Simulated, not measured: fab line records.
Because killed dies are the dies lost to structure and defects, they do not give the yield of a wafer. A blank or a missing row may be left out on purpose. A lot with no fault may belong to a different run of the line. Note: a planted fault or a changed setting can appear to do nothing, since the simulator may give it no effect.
Matching of chambers :: flow gf180mcu :: rie diel-04 running GF_HV_LDD_ETCHBACK_58: 4 sister chambers
The step etches Si3N4 in CH3F/O2, stops on SiO2, time 100 s, target depth 90 nm. 7 wafers are shown with their chamber, then 7 later ones without.

WAFERS WITH THEIR CHAMBER
wafer: L891.2
chamber: 3
throttle valve pct (%): 10.537
oes product au (a.u.): 0.840

wafer: L896.6
chamber: 0
throttle valve pct (%): 10.578
oes product au (a.u.): 0.836

wafer: L905.1
chamber: 2
throttle valve pct (%): 10.570
oes product au (a.u.): 0.855

wafer: L905.2
chamber: 1
throttle valve pct (%): 10.576
oes product au (a.u.): 0.847

wafer: L905.4
chamber: 0
throttle valve pct (%): 10.553
oes product au (a.u.): 0.847

wafer: L906.2
chamber: 3
throttle valve pct (%): 10.562
oes product au (a.u.): 0.846

wafer: L906.5
chamber: 2
throttle valve pct (%): 10.567
oes product au (a.u.): 0.839

WAFERS WITH NO CHAMBER GIVEN
wafer: L906.6
throttle valve pct (%): 10.573
oes product au (a.u.): 0.835

wafer: L907.2
throttle valve pct (%): 10.577
oes product au (a.u.): 0.834

wafer: L907.3
throttle valve pct (%): 10.567
oes product au (a.u.): 0.844

wafer: L907.4
throttle valve pct (%): 10.550
oes product au (a.u.): 0.842

wafer: L908.3
throttle valve pct (%): 10.566
oes product au (a.u.): 0.839

wafer: L908.5
throttle valve pct (%): 10.556
oes product au (a.u.): 0.834

wafer: L908.6
throttle valve pct (%): 10.552
oes product au (a.u.): 0.841

THE CHAMBER EACH PASSED THROUGH
wafer: L906.6
from the rows above: can't be placed: 0 or 1 or 2 or 3
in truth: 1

wafer: L907.2
from the rows above: can't be placed: 0 or 1 or 2 or 3
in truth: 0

wafer: L907.3
from the rows above: can't be placed: 0 or 2 or 1 or 3
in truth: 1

wafer: L907.4
from the rows above: can't be placed: 3 or 0 or 2 or 1
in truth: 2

wafer: L908.3
from the rows above: can't be placed: 0 or 2 or 1 or 3
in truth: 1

wafer: L908.5
from the rows above: can't be placed: 0 or 3 or 2 or 1
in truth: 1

wafer: L908.6
from the rows above: can't be placed: 3 or 0 or 2 or 1
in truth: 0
Correct placement for 0 of the 7. Not placeable from these rows: 7 (in 7, the candidates include the true chamber). Number placed wrongly: 0.
How it was worked out, from the rows above alone: a wafer's distance from a chamber is the root of the sum, over the readings, of the square of ((its reading less the chamber's mean) divided by the reading's scatter). The wafer belongs to the nearest chamber; if the next one is less than 2 further off, it can't be placed. Each chamber's mean is taken over the wafers shown for it. How the scatter is found: for the shown wafers, subtract from each reading the mean of its chamber, square and add these, divide the total by (wafers less chambers), then take the root.
